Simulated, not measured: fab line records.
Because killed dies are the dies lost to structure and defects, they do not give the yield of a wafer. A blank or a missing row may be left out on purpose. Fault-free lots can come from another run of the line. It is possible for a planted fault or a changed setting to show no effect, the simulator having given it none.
Problem report, 8D (eight disciplines) form, completed by code | flow sky130 | the parts of the form that need people (team, actions taken, sign-off) are left out

1. THE ISSUE
Wafers without a fault read 100.1 W, standard deviation 0.35; biasW at SKY_METAL4_ETCH_16 reads a mean of 106.1 W on 6 wafers belonging to 2 lots. That is +17 standard deviations from the usual mean.
The step: etches BARC in N2/H2, stops on SiO2, time 88.2 s, target depth 60 nm.
First seen on wafer L828.1, day 43 21:52, on rieMetal-03. The record has a number at this step for 36 wafers belonging to 12 lots. Rule for "out", or "out of limits": more than 4 standard deviations from the usual mean. All remaining wafers that have a number are taken as sound.

2. WHAT THIS IS AND IS NOT
question                    | is                     | is not
which readings at this step | biasW                  | drypumpMotorCurrentA, throttleValvePct
which lots                  | L828, L830             | L820, L821, L824, L825, L829, L838, L839, L840, L842, L843
which wafers of those lots  | all that have a number | -
read on which tools         | rieMetal-03            | rieMetal-02, rieMetal-04
when                        | from day 43 21:52      | up to then (12 sound wafers); but 18 sound wafers of L829, L838, L839, L840, L842, L843 came after

3. SUSPECTS, AND WHAT RULES EACH OUT
Counting: a tool stays on the suspect list if, at a process step up to the reading, it processed all lots that are out and no sound lot following the first of them.
- plasmaAsher-04 at SKY_CAPM_STRIP_14 (strips in O2/N2): ruled out as a lasting fault. The sound lots L829, L839 went through it after L828, its earliest lot that is out (day 39 18:10).
- rieMetal-03 at SKY_METAL4_ETCH_16 (etches BARC in N2/H2, stops on SiO2, time 88.2 s, target depth 60 nm): ruled out as a lasting fault. The sound lots L838, L843 went through it after L828, its earliest lot that is out (day 43 21:52).
Left after counting: nothing in the record.

4. THE CAUSE (what the simulator had put in)
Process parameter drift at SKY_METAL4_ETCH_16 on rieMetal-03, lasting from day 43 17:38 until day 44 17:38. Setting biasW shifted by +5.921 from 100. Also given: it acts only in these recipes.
Counting ruled it out, wrongly.

5. THE CHAIN OF EFFECTS, in route order
Rows list readings where the struck wafers' mean (over those with a number) sits beyond 3 standard deviations from the usual. Only readings whose record carries a usual standard deviation are examined. hours: median over the lots of the time between each lot's start at the first step of this table that gives one and its start at this step. sigmas: the change, counted in usual standard deviations.
hours | step               | reading | usual   | on struck wafers | change | sigmas
0     | SKY_METAL4_ETCH_16 | biasW   | 100.1 W | 106.1            | +6.0   | +17
It contains these process steps:
- SKY_METAL4_ETCH_16: etches BARC in N2/H2, stops on SiO2, time 88.2 s, target depth 60 nm.

6. HOW IT WOULD HAVE BEEN CAUGHT EARLIER
In this record no reading fell out of limits until day 43 21:52, 4 hours after the fault had begun at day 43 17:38.
